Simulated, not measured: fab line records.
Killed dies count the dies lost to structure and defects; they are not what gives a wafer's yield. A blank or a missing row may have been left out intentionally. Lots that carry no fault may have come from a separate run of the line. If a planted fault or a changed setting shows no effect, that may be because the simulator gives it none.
fab line records / flow sky130 / part 2 of 2: steps 35 to 48 of 48
record: lots: 5 wafers: 15 last_day: 49
route steps=708 shown SONOS_TUNNEL@157 SONOS_ONO@168 GATE_OXIDE@187 POLY_GATE@204
lots that met no fault: from a run of the same line without faults
start_h: hours from the record's first day to the start of the lot's first wafer shown / wait_h: how many hours have passed since the lot's step before this one / " identical to the entry in the row above / L1.1+2: one row covering several wafers at once / - no value, or no start was given / * or withheld: withheld / < > ~ a bound
route shown NAME@n: names a module that has steps shown in the file, with the first one's number in the route / usual: average and standard deviation across the fault-free wafers / same: alike in all rows / chamber/n: place in a boat / sites: readings site by site / _std_site: their standard deviation / _edge_site: the outer-site mean with the inner-site mean subtracted / radius_mm: how far each site lies from the wafer's centre / mask NAME#n: copy n / behind: the tool/chamber that last shaped the wafer / hold: why the lot went on hold/how many hours it stayed there/how the hold came to an end / device: names the non-switching transistor (n, p or np) / end of line: at the end of the route, the tests of the same wafers / a step with no rows: only its recipe / killed: the dies lost at the first sort to structure and to defects; this is not the yield of the wafer / map: the dies of a wafer, with x for killed, . for not killed, _ for no die there
set.NAME: the setting as run; set.NAME@STEP: as run at that earlier step / model.NAME: the simulator's own value behind a step, which no gauge read
lots seen at some steps along the route; tables by step, rows by wafer
services: when a tool's chamber went out of use (start_h, in hours from the record's first day, below 0 if earlier), for how many hours, and the reason
== steps ==
step: SKY_GATE_OXIDE_HMDS_04
recipe: prime_time_s: 60 prime_temp_c: 120
lot.wafer=L080.2+3+6 tool=litho_track-03 chamber=0 start_h=350.21 wait_h=0.1
lot.wafer=L086.2+4+5 tool=litho_track-01 chamber=0 start_h=389.80 wait_h=0.1
lot.wafer=L088.1+4+5 tool=litho_track-03 chamber=0 start_h=404.53 wait_h=0.1
lot.wafer=L091.1+4+6 tool=litho_track-03 chamber=0 start_h=439.38 wait_h=0.1
lot.wafer=L095.2+3+4 tool=litho_track-01 chamber=0 start_h=470.95 wait_h=0.1
step: SKY_GATE_OXIDE_COAT_05
recipe: resist: NOVOLAK spin_rpm: 3000 resist_thk_nm: 1140
lot.wafer=L080.2+3+6 tool=litho_track-03 chamber=0 start_h=350.36 wait_h=0.1
lot.wafer=L086.2+4+5 tool=litho_track-01 chamber=0 start_h=389.95 wait_h=0.1
lot.wafer=L088.1+4+5 tool=litho_track-03 chamber=0 start_h=404.68 wait_h=0.1
lot.wafer=L091.1+4+6 tool=litho_track-03 chamber=0 start_h=439.53 wait_h=0.1
lot.wafer=L095.2+3+4 tool=litho_track-01 chamber=0 start_h=471.10 wait_h=0.1
step: SKY_GATE_OXIDE_SOFTBAKE_06
recipe: temp_c: 90 time_s: 60 resist: NOVOLAK
lot.wafer=L080.2+3+6 tool=litho_track-03 chamber=0 start_h=350.51 wait_h=0.1
lot.wafer=L086.2+4+5 tool=litho_track-01 chamber=0 start_h=390.10 wait_h=0.1
lot.wafer=L088.1+4+5 tool=litho_track-03 chamber=0 start_h=404.83 wait_h=0.1
lot.wafer=L091.1+4+6 tool=litho_track-03 chamber=0 start_h=439.68 wait_h=0.1
lot.wafer=L095.2+3+4 tool=litho_track-01 chamber=0 start_h=471.25 wait_h=0.1
step: SKY_GATE_OXIDE_EXPOSE_07
recipe: mask_id: LVOM na: 0.6 source_shape: conventional sigma_outer: 0.6 polarization: unpolarized target_cd_nm: 600 dose_mj: 170
usual: exposure_dose_mJ_cm2: 169.98/0.15
lot.wafer=L080.2 tool=iline_stepper-02 chamber=0 start_h=- wait_h=- mask=LVOM#0 exposure_dose_mJ_cm2=169.82
lot.wafer=L080.3 tool=iline_stepper-02 chamber=0 start_h=- wait_h=- mask=LVOM#0 exposure_dose_mJ_cm2=169.82
lot.wafer=L080.6 tool=iline_stepper-02 chamber=0 start_h=- wait_h=- mask=LVOM#0 exposure_dose_mJ_cm2=170.03
lot.wafer=L086.2 tool=iline_stepper-01 chamber=0 start_h=- wait_h=- mask=LVOM#0 exposure_dose_mJ_cm2=169.74
lot.wafer=L086.4 tool=iline_stepper-01 chamber=0 start_h=- wait_h=- mask=LVOM#0 exposure_dose_mJ_cm2=170.09
lot.wafer=L086.5 tool=iline_stepper-01 chamber=0 start_h=- wait_h=- mask=LVOM#0 exposure_dose_mJ_cm2=169.89
lot.wafer=L088.1 tool=iline_stepper-01 chamber=0 start_h=- wait_h=- mask=LVOM#0 exposure_dose_mJ_cm2=169.94
lot.wafer=L088.4 tool=iline_stepper-01 chamber=0 start_h=- wait_h=- mask=LVOM#0 exposure_dose_mJ_cm2=170.03
lot.wafer=L088.5 tool=iline_stepper-01 chamber=0 start_h=- wait_h=- mask=LVOM#0 exposure_dose_mJ_cm2=170.01
lot.wafer=L091.1 tool=iline_stepper-01 chamber=0 start_h=- wait_h=- mask=LVOM#0 exposure_dose_mJ_cm2=169.80
lot.wafer=L091.4 tool=iline_stepper-01 chamber=0 start_h=- wait_h=- mask=LVOM#0 exposure_dose_mJ_cm2=169.90
lot.wafer=L091.6 tool=iline_stepper-01 chamber=0 start_h=- wait_h=- mask=LVOM#0 exposure_dose_mJ_cm2=169.89
lot.wafer=L095.2 tool=iline_stepper-01 chamber=0 start_h=- wait_h=- mask=LVOM#0 exposure_dose_mJ_cm2=170.06
lot.wafer=L095.3 tool=iline_stepper-01 chamber=0 start_h=- wait_h=- mask=LVOM#0 exposure_dose_mJ_cm2=170.26
lot.wafer=L095.4 tool=iline_stepper-01 chamber=0 start_h=- wait_h=- mask=LVOM#0 exposure_dose_mJ_cm2=170.18
step: SKY_GATE_OXIDE_PEB_08
recipe: temp_c: withheld time_s: * resist: NOVOLAK
lot.wafer=L080.2+3+6 tool=litho_track-01 chamber=0 start_h=- wait_h=-
lot.wafer=L086.2+4+5 tool=litho_track-01 chamber=0 start_h=- wait_h=-
lot.wafer=L088.1+4+5 tool=litho_track-02 chamber=0 start_h=- wait_h=-
lot.wafer=L091.1+4+6 tool=litho_track-01 chamber=0 start_h=- wait_h=-
lot.wafer=L095.2+3+4 tool=litho_track-02 chamber=0 start_h=- wait_h=-
step: SKY_GATE_OXIDE_DEVELOP_09
recipe: resist: NOVOLAK developer: TMAH develop_time_s: 60 dev_temp_c: 23.77
same: develop_time_s: 60
lot.wafer=L080.2+3+6 tool=litho_track-01 chamber=0 start_h=364.65 wait_h=0.1
lot.wafer=L086.2+4+5 tool=litho_track-01 chamber=0 start_h=403.95 wait_h=0.1
lot.wafer=L088.1+4+5 tool=litho_track-02 chamber=0 start_h=419.76 wait_h=0.1
lot.wafer=L091.1+4+6 tool=litho_track-01 chamber=0 start_h=455.58 wait_h=0.1
lot.wafer=L095.2+3+4 tool=litho_track-02 chamber=0 start_h=486.29 wait_h=0.1
step: SKY_GATE_OXIDE_OVL_MEAS_10
usual: GATE_OXIDE_OVL: 0.1/1.6
lot.wafer=L080.2 tool=overlay-01 chamber=- start_h=364.78 wait_h=0.1 GATE_OXIDE_OVL[nm]=-1.4
lot.wafer=L080.3 tool=overlay-01 chamber=- start_h=364.78 wait_h=0.1 GATE_OXIDE_OVL[nm]=-1.0
lot.wafer=L080.6 tool=overlay-01 chamber=- start_h=364.78 wait_h=0.1 GATE_OXIDE_OVL[nm]=0.7
lot.wafer=L086.2 tool=overlay-02 chamber=- start_h=404.08 wait_h=0.1 GATE_OXIDE_OVL[nm]=1.3
lot.wafer=L086.4 tool=overlay-02 chamber=- start_h=404.08 wait_h=0.1 GATE_OXIDE_OVL[nm]=1.1
lot.wafer=L086.5 tool=overlay-02 chamber=- start_h=404.08 wait_h=0.1 GATE_OXIDE_OVL[nm]=0.3
lot.wafer=L088.1 tool=overlay-01 chamber=- start_h=419.91 wait_h=0.1 GATE_OXIDE_OVL[nm]=0.3
lot.wafer=L088.4 tool=overlay-01 chamber=- start_h=419.91 wait_h=0.1 GATE_OXIDE_OVL[nm]=-2.3
lot.wafer=L088.5 tool=overlay-01 chamber=- start_h=419.91 wait_h=0.1 GATE_OXIDE_OVL[nm]=-2.7
lot.wafer=L091.1 tool=overlay-02 chamber=- start_h=455.73 wait_h=0.1 GATE_OXIDE_OVL[nm]=0.4
lot.wafer=L091.4 tool=overlay-02 chamber=- start_h=455.73 wait_h=0.1 GATE_OXIDE_OVL[nm]=2.6
lot.wafer=L091.6 tool=overlay-02 chamber=- start_h=455.73 wait_h=0.1 GATE_OXIDE_OVL[nm]=-0.7
lot.wafer=L095.2 tool=overlay-01 chamber=- start_h=486.42 wait_h=0.1 GATE_OXIDE_OVL[nm]=-3.3
lot.wafer=L095.3 tool=overlay-01 chamber=- start_h=486.42 wait_h=0.1 GATE_OXIDE_OVL[nm]=-3.5
lot.wafer=L095.4 tool=overlay-01 chamber=- start_h=486.42 wait_h=0.1 GATE_OXIDE_OVL[nm]=-1.4
step: SKY_GATE_OXIDE_IMPLANT_11
recipe: species: B energy_kev: 10 dose_cm2: 2.6e+12 tilt_deg: withheld
lot.wafer=L080.2+3+6 tool=implanter-04 chamber=0 start_h=364.84 wait_h=0.0
lot.wafer=L086.2+4+5 tool=implanter-01 chamber=0 start_h=404.14 wait_h=0.0
lot.wafer=L088.1+4+5 tool=implanter-01 chamber=0 start_h=419.95 wait_h=0.0
lot.wafer=L091.1+4+6 tool=implanter-03 chamber=0 start_h=455.76 wait_h=0.0
lot.wafer=L095.2+3+4 tool=implanter-01 chamber=0 start_h=486.47 wait_h=0.0
step: SKY_GATE_OXIDE_WET_ETCH_12
recipe: chemistry: dHF target_depth_nm: 16.8 dry: n2_spin target: SiO2 dilution: 100:1 temp_c: 25 time_s: 336
lot.wafer=L080.2+3+6 tool=wet_bench-02 chamber=2 start_h=364.96 wait_h=0.1
lot.wafer=L086.2+4+5 tool=wet_bench-03 chamber=1 start_h=404.26 wait_h=0.1
lot.wafer=L088.1+4+5 tool=wet_bench-02 chamber=3 start_h=420.10 wait_h=0.1
lot.wafer=L091.1+4+6 tool=wet_bench-02 chamber=2 start_h=455.91 wait_h=0.1
lot.wafer=L095.2+3+4 tool=wet_bench-04 chamber=1 start_h=486.60 wait_h=0.1
step: SKY_GATE_OXIDE_STRIP_13
recipe: chemistry: O2/N2 power_w: 1400 pressure_mtorr: 1500 platen_temp_c: withheld o2_flow_sccm: 3000 n2_flow_sccm: 300 overash_fraction: 0.5
usual: drypump_motor_current_A: 5.7/0.48 oes_product_au: 0.716/0.005 strip_time_to_endpoint_s: 14.18/0.044
lot.wafer=L080.2 tool=plasma_asher-04 chamber=1 start_h=365.07 wait_h=0.0 drypump_motor_current_A=5.6 oes_product_au=0.709 rf_hours_counter_h=24 strip_time_to_endpoint_s=14.23
lot.wafer=L080.3 tool=plasma_asher-04 chamber=0 start_h=365.07 wait_h=0.0 drypump_motor_current_A=5.1 oes_product_au=0.714 rf_hours_counter_h=- strip_time_to_endpoint_s=14.23
lot.wafer=L080.6 tool=plasma_asher-04 chamber=0 start_h=365.07 wait_h=0.0 drypump_motor_current_A=5.1 oes_product_au=0.721 rf_hours_counter_h=- strip_time_to_endpoint_s=14.27
lot.wafer=L086.2 tool=plasma_asher-03 chamber=0 start_h=404.37 wait_h=0.0 drypump_motor_current_A=5.4 oes_product_au=0.716 rf_hours_counter_h=67 strip_time_to_endpoint_s=14.14
lot.wafer=L086.4 tool=plasma_asher-03 chamber=0 start_h=404.37 wait_h=0.0 drypump_motor_current_A=5.5 oes_product_au=0.718 rf_hours_counter_h=- strip_time_to_endpoint_s=14.18
lot.wafer=L086.5 tool=plasma_asher-03 chamber=1 start_h=404.37 wait_h=0.0 drypump_motor_current_A=6.4 oes_product_au=0.718 rf_hours_counter_h=- strip_time_to_endpoint_s=14.15
lot.wafer=L088.1 tool=plasma_asher-04 chamber=1 start_h=420.20 wait_h=0.0 drypump_motor_current_A=5.6 oes_product_au=0.719 rf_hours_counter_h=30 strip_time_to_endpoint_s=14.17
lot.wafer=L088.4 tool=plasma_asher-04 chamber=1 start_h=420.20 wait_h=0.0 drypump_motor_current_A=5.6 oes_product_au=0.711 rf_hours_counter_h=- strip_time_to_endpoint_s=14.18
lot.wafer=L088.5 tool=plasma_asher-04 chamber=1 start_h=420.20 wait_h=0.0 drypump_motor_current_A=5.6 oes_product_au=0.721 rf_hours_counter_h=- strip_time_to_endpoint_s=14.20
lot.wafer=L091.1 tool=plasma_asher-04 chamber=0 start_h=456.02 wait_h=0.0 drypump_motor_current_A=5.1 oes_product_au=0.714 rf_hours_counter_h=33 strip_time_to_endpoint_s=14.10
lot.wafer=L091.4 tool=plasma_asher-04 chamber=1 start_h=456.02 wait_h=0.0 drypump_motor_current_A=5.6 oes_product_au=0.710 rf_hours_counter_h=- strip_time_to_endpoint_s=14.13
lot.wafer=L091.6 tool=plasma_asher-04 chamber=1 start_h=456.02 wait_h=0.0 drypump_motor_current_A=5.6 oes_product_au=0.716 rf_hours_counter_h=- strip_time_to_endpoint_s=14.15
lot.wafer=L095.2 tool=plasma_asher-01 chamber=0 start_h=486.70 wait_h=0.0 drypump_motor_current_A=6.3 oes_product_au=0.709 rf_hours_counter_h=5 strip_time_to_endpoint_s=14.20
lot.wafer=L095.3 tool=plasma_asher-01 chamber=1 start_h=486.70 wait_h=0.0 drypump_motor_current_A=5.6 oes_product_au=0.726 rf_hours_counter_h=- strip_time_to_endpoint_s=14.17
lot.wafer=L095.4 tool=plasma_asher-01 chamber=0 start_h=486.70 wait_h=0.0 drypump_motor_current_A=6.3 oes_product_au=0.713 rf_hours_counter_h=- strip_time_to_endpoint_s=14.13
step: SKY_GATE_OXIDE_TW_MEAS_14
usual: GATE_OXIDE_TW: 226.1/1.9
lot.wafer=L080.2 tool=film_metro-01 chamber=- start_h=365.18 wait_h=0.1 GATE_OXIDE_TW=226.3
lot.wafer=L080.3 tool=film_metro-01 chamber=- start_h=365.18 wait_h=0.1 GATE_OXIDE_TW=226.4
lot.wafer=L080.6 tool=film_metro-01 chamber=- start_h=365.18 wait_h=0.1 GATE_OXIDE_TW=226.0
lot.wafer=L086.2 tool=film_metro-01 chamber=- start_h=404.48 wait_h=0.1 GATE_OXIDE_TW=226.1
lot.wafer=L086.4 tool=film_metro-01 chamber=- start_h=404.48 wait_h=0.1 GATE_OXIDE_TW=225.7
lot.wafer=L086.5 tool=film_metro-01 chamber=- start_h=404.48 wait_h=0.1 GATE_OXIDE_TW=226.2
lot.wafer=L088.1 tool=film_metro-03 chamber=- start_h=420.30 wait_h=0.1 GATE_OXIDE_TW=228.5
lot.wafer=L088.4 tool=film_metro-03 chamber=- start_h=420.30 wait_h=0.1 GATE_OXIDE_TW=228.4
lot.wafer=L088.5 tool=film_metro-03 chamber=- start_h=420.30 wait_h=0.1 GATE_OXIDE_TW=229.7
lot.wafer=L091.1 tool=film_metro-03 chamber=- start_h=456.12 wait_h=0.1 GATE_OXIDE_TW=228.1
lot.wafer=L091.4 tool=film_metro-03 chamber=- start_h=456.12 wait_h=0.1 GATE_OXIDE_TW=228.3
lot.wafer=L091.6 tool=film_metro-03 chamber=- start_h=456.12 wait_h=0.1 GATE_OXIDE_TW=227.7
lot.wafer=L095.2 tool=film_metro-04 chamber=- start_h=486.81 wait_h=0.1 GATE_OXIDE_TW=223.0
lot.wafer=L095.3 tool=film_metro-04 chamber=- start_h=486.81 wait_h=0.1 GATE_OXIDE_TW=224.2
lot.wafer=L095.4 tool=film_metro-04 chamber=- start_h=486.81 wait_h=0.1 GATE_OXIDE_TW=224.4
step: SKY_GATE_OXIDE_CLEAN_15
recipe: chemistry: SC1/SC2 mix: 1:4:20 temp_c: 70 time_s: 150 dry: n2_spin
lot.wafer=L080.2+3+6 tool=wet_bench-04 chamber=3 start_h=365.23 wait_h=0.0
lot.wafer=L086.2+4+5 tool=wet_bench-02 chamber=1 start_h=404.53 wait_h=0.0
lot.wafer=L088.1+4+5 tool=wet_bench-04 chamber=2 start_h=420.36 wait_h=0.1
lot.wafer=L091.1+4+6 tool=wet_bench-03 chamber=2 start_h=456.18 wait_h=0.1
lot.wafer=L095.2+3+4 tool=wet_bench-03 chamber=3 start_h=486.86 wait_h=0.0
step: SKY_GATE_OXIDE_OXIDATION_16
recipe: temp_c: 800 ambient: O2 idle_temp_c: 700 ramp_up_c_per_min: 10 ramp_down_c_per_min: 3 stabilise_s: 600 purge_s: 300 target_thk_a: 35.7 ox_time_s: 1915
lot.wafer=L080.2+3+6 tool=furnace-02 chamber=0 start_h=367.01 wait_h=1.7
lot.wafer=L086.2+4+5 tool=furnace-02 chamber=0 start_h=405.19 wait_h=0.6
lot.wafer=L088.1+4+5 tool=furnace-01 chamber=0 start_h=421.35 wait_h=0.9
lot.wafer=L091.1+4+6 tool=furnace-02 chamber=0 start_h=457.63 wait_h=1.4
lot.wafer=L095.2+3+4 tool=furnace-01 chamber=0 start_h=486.91 wait_h=0.0
step: SKY_POLY_GATE_CVD_00
recipe: material: poly-Si target_thk_nm: 180 temp_c: 620 time_s: 720 pressure_mtorr: 200
lot.wafer=L080.2+3+6 tool=lpcvd-01 chamber=0 start_h=368.54 wait_h=0.0
lot.wafer=L086.2+4+5 tool=lpcvd-01 chamber=1 start_h=406.72 wait_h=0.0
lot.wafer=L088.1+4+5 tool=lpcvd-01 chamber=0 start_h=422.88 wait_h=0.0
lot.wafer=L091.1+4+6 tool=lpcvd-01 chamber=1 start_h=459.43 wait_h=0.3
lot.wafer=L095.2+3+4 tool=lpcvd-01 chamber=0 start_h=488.44 wait_h=0.0
== services ==
tool=plasma_asher-04 chamber=- start_h=259.26 hours=4.3 kind=repair
tool=implanter-03 chamber=- start_h=260.89 hours=3.5 kind=pm
tool=iline_stepper-02 chamber=- start_h=284.12 hours=9.1 kind=repair
tool=furnace-02 chamber=- start_h=303.67 hours=5.1 kind=repair
tool=plasma_asher-03 chamber=- start_h=312.53 hours=0.6 kind=repair
tool=iline_stepper-01 chamber=- start_h=314.32 hours=1.7 kind=pm
tool=furnace-01 chamber=- start_h=348.22 hours=4.1 kind=pm
tool=plasma_asher-04 chamber=- start_h=348.37 hours=1.6 kind=repair
tool=iline_stepper-02 chamber=- start_h=351.13 hours=1.7 kind=pm
tool=furnace-02 chamber=- start_h=360.65 hours=3.8 kind=pm
tool=iline_stepper-01 chamber=- start_h=364.88 hours=9.1 kind=repair
tool=lpcvd-02 chamber=- start_h=369.12 hours=5.0 kind=repair
tool=plasma_asher-03 chamber=- start_h=372.71 hours=4.4 kind=repair
tool=iline_stepper-01 chamber=- start_h=374.02 hours=4.4 kind=pm
tool=furnace-01 chamber=- start_h=394.32 hours=3.9 kind=pm
tool=plasma_asher-03 chamber=- start_h=396.14 hours=8.0 kind=repair
tool=furnace-01 chamber=- start_h=405.28 hours=4.0 kind=pm
tool=iline_stepper-01 chamber=- start_h=410.80 hours=10.1 kind=repair
tool=lpcvd-02 chamber=- start_h=419.72 hours=0.9 kind=repair
tool=iline_stepper-01 chamber=- start_h=420.94 hours=8.9 kind=pm
tool=furnace-02 chamber=- start_h=422.40 hours=3.9 kind=pm
tool=implanter-01 chamber=- start_h=431.91 hours=6.8 kind=repair
tool=lpcvd-03 chamber=- start_h=437.20 hours=1.3 kind=repair
tool=implanter-01 chamber=- start_h=452.10 hours=5.6 kind=pm
